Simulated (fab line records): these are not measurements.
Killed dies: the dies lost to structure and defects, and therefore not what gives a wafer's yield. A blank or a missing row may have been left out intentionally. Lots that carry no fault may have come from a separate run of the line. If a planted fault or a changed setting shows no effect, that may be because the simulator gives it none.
A lot that was struck, set against a sound lot | flow gf180mcu | 24 steps out of a route of 602
Sound: the wafers L923.4, L923.5, L923.6. Struck: wafers L928.3, L928.4, L928.5. At the end, the cause is stated.
Each step with rows lists, per side, the tool, then ch with its chambers, then its first start. Under that, the readings that differ: sound wafers | struck wafers | difference of the means | sigmas: that difference in standard deviations of wafers without a fault.
alike: same words and numbers on both sides, and readings whose means sit less than 2 such deviations apart. not compared: any withheld reading, any reading some wafer has no value for, any bound like >300 that may hide the same value, and any number with overlapping values for which the record gives no deviation.
A row with sigmas, a row that says differs or no value, or rows on one side alone: a step with any of these is where the two part. Numbers that have no deviation but don't overlap get no sigmas and don't part them. A reading missing from all wafers of one side parts the sides only when that side holds two or more wafers.

GF_M5_STRIP_11: strips in O2/N2.
  sound on plasma-asher-01 ch 0,1, day 28 18:10; struck on plasma-asher-02 ch 0,1, day 30 03:07
  alike: drypump-motor-current-A, heater-power-w, oes-product-au, strip-time-to-endpoint-s
  not compared: rf-hours-counter-h
then, 3 steps without rows for these wafers: GF_M5_STRIP_12 (strips in post etch residue remover, time 1200 s); GF_M5_CLEAN_13 (cleans in DIW); GF_V5_CVD_00 (deposits SiO2, target thk 300 nm, time 50 s).
GF_V5_THK_MEAS_01:
  sound on film-metro-03 at day 28 18:45; struck on film-metro-01 at day 30 03:42
  alike: V5_CVD_00_THK
GF_V5_CVD_02: deposits SiO2 from TEOS, target thk 1450 nm, time 163.28 s.
  sound on pecvd-03 ch 0,1,2, day 28 18:50; struck on pecvd-02 ch 0,1, day 30 03:44
  alike: heater-power-w, rf-fwd-power-W
GF_V5_THK_MEAS_03:
  sound on film-metro-04 at day 28 18:55; struck on film-metro-01 at day 30 03:52
  reading            | sound          | struck         | difference | sigmas
  V5_CVD_02_THK (nm) | 1468 1486 1491 | 1438 1437 1446 | -41        | -2
GF_V5_CMP_04: polishes SiO2.
  sound on cmp-01 ch 1,2, day 28 19:00; struck on cmp-02 ch 0,3, day 30 03:58
  alike: head-pressure-psi, motor-current-A
GF_V5_BOW_MEAS_05:
  sound on film-metro-01 at day 28 19:19; struck on film-metro-03 at day 30 04:16
  alike: V5_BOW
then, 3 steps without rows for these wafers: GF_V5_DEHYDRATE_06 (time 60 s); GF_V5_HMDS_07 (prime time 60 s); GF_V5_COAT_08.
GF_V5_COAT_09: resist thk 1000 nm.
  sound on litho-track-03 ch 0, day 29 03:00; struck on litho-track-04 ch 0, day 30 13:00
  reading                             | sound           | struck         | difference | sigmas
  model.KrF_of_V5_COAT_09.thk-nm (nm) | 1000 1002 997.8 | 1106 1109 1108 | +108       |
then, 2 steps without rows for these wafers: GF_V5_SOFTBAKE_10 (time 60 s); GF_V5_EXPOSE_11 (exposes mask Via5, target cd 260 nm).
GF_V5_PEB_12: peb time 92.74 s.
  sound: litho-track-03 ch 0; struck: litho-track-01 ch 0
  alike: plate-sensor-t-centre-C, plate-sensor-t-edge-C
GF_V5_DEVELOP_13: develop time 60 s.
  sound on litho-track-03 ch 0, day 29 12:52; struck on litho-track-01 ch 0, day 30 21:47
  reading                             | sound           | struck         | difference | sigmas
  model.KrF_of_V5_COAT_09.thk-nm (nm) | 985.3 987 982.9 | 1091 1094 1093 | +108       |
GF_V5_CD_MEAS_14 targets a cd of 260 nm.
  sound on cd-sem-01 at day 29 13:00; struck on cd-sem-02 at day 30 22:24
  reading    | sound             | struck            | difference | sigmas
  cd-nm (nm) | 259.2 259.0 260.4 | 255.9 255.9 255.6 | -3.7       | -3
  not compared: hold
GF_V5_OVL_MEAS_15:
  sound on overlay-01 at day 29 13:04; struck on overlay-02 at day 31 06:53
  reading     | sound     | struck                                                                     | difference                   | sigmas
  hold        | - - -     | await-dispo/8.4h/release await-dispo/8.4h/release await-dispo/8.4h/release | no value on the sound wafers |
  V5_OVL (nm) | -6 -15 -2 | 2 10 6                                                                     | +14                          | +3
GF_V5_ETCH_16: etches BARC in N2/H2.
  sound on rie-diel-03 ch 1,2,3, day 29 13:07; struck on rie-diel-03 ch 1,3, day 31 06:54
  reading             | sound             | struck            | difference | sigmas
  model.V5.cd-nm (nm) | 258.6 258.4 260.4 | 255.5 255.6 254.4 | -4.0       |
  alike: drypump-motor-current-A, oes-product-au, rf-fwd-power-W, throttle-valve-pct
GF_V5_ETCH_17: etches SiO2 in C4F8/O2/Ar, stops on TiN, target depth 855 nm.
  sound: rie-diel-03 ch 1,2,3; struck: rie-diel-03 ch 1,3
  reading             | sound             | struck            | difference | sigmas
  model.V5.cd-nm (nm) | 258.1 258.1 259.6 | 254.9 255.1 254.6 | -3.7       |
  alike: oes-product-au, rf-fwd-power-W
GF_V5_STRIP_18: strips in O2/N2.
  sound on plasma-asher-01 ch 0,1, day 29 13:17; struck on plasma-asher-03 ch 0,1, day 31 07:05
  reading               | sound             | struck            | difference | sigmas
  oes-product-au (a.u.) | 0.565 0.575 0.572 | 0.612 0.607 0.614 | +0.040     | +9
  alike: drypump-motor-current-A, heater-power-w
  not compared: rf-hours-counter-h
then, 1 step without rows for these wafers: GF_V5_STRIP_19 (strips in post etch residue remover, time 1200 s).
GF_PASSIVATION_PROBE_99:
  the record holds rows for the sound wafers here (prober-01, day 31 04:31) but none for the struck ones

== WHERE THEY PART ==
First at GF_V5_THK_MEAS_03; last, within this record, at GF_PASSIVATION_PROBE_99.

WHY: the cause the simulator had injected
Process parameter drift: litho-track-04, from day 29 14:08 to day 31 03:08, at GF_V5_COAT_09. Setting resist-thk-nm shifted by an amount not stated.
